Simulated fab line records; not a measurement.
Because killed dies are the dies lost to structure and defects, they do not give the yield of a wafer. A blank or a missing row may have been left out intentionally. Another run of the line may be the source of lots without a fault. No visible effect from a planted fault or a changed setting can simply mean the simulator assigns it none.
Matching of chambers | flow gf180mcu | GF_V5_CMP_26 on cmp-02: 4 sister chambers
The step polishes, stops on SiO2, t overpolish 15 s, target thk 0 nm. 8 wafers are shown with their chamber, then 7 later ones without.

== WAFERS PAIRED WITH THEIR CHAMBERS ==
wafer  | chamber | motor_current_A (A) | time_to_endpoint_s (s)
L102.3 | 1       | 10.2                | 85
L104.1 | 3       | 9.8                 | 86
L104.3 | 0       | 9.9                 | 81
L116.1 | 2       | 11.0                | 83
L116.2 | 1       | 10.1                | 91
L116.4 | 3       | 9.9                 | 85
L117.2 | 2       | 10.8                | 82
L117.3 | 0       | 10.2                | 82

== WAFERS WITH NO CHAMBER GIVEN ==
wafer  | motor_current_A (A) | time_to_endpoint_s (s)
L117.5 | 10.3                | 87
L118.2 | 10.7                | 85
L118.5 | 10.4                | 91
L118.6 | 9.8                 | 84
L121.1 | 9.4                 | 85
L121.2 | 10.2                | 86
L121.3 | 9.9                 | 84

== WHICH CHAMBER EACH ONE RAN IN ==
wafer  | from the rows above          | in truth
L117.5 | can't be placed: 1 or 0      | 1
L118.2 | 2                            | 2
L118.5 | 1                            | 1
L118.6 | can't be placed: 3 or 0      | 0
L121.1 | can't be placed: 3 or 0      | 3
L121.2 | can't be placed: 1 or 0 or 3 | 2
L121.3 | can't be placed: 3 or 0 or 1 | 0
Correct placement for 2 of the 7. Unplaceable from these rows: 5, with the true chamber sitting among the candidates in 4. Wrongly placed: 0.
How it was worked out, from the rows above alone: a wafer's distance from a chamber is the root of the sum, over the readings, of the square of ((its reading less the chamber's mean) divided by the reading's scatter). If the next closest chamber is less than 2 further off than the closest, the wafer can't be placed; otherwise it belongs to the closest. Each chamber's mean is taken over the wafers shown for it. The scatter: the root of (the sum of the squares of (reading less its chamber's mean) over the shown wafers, divided by (wafers less chambers)).
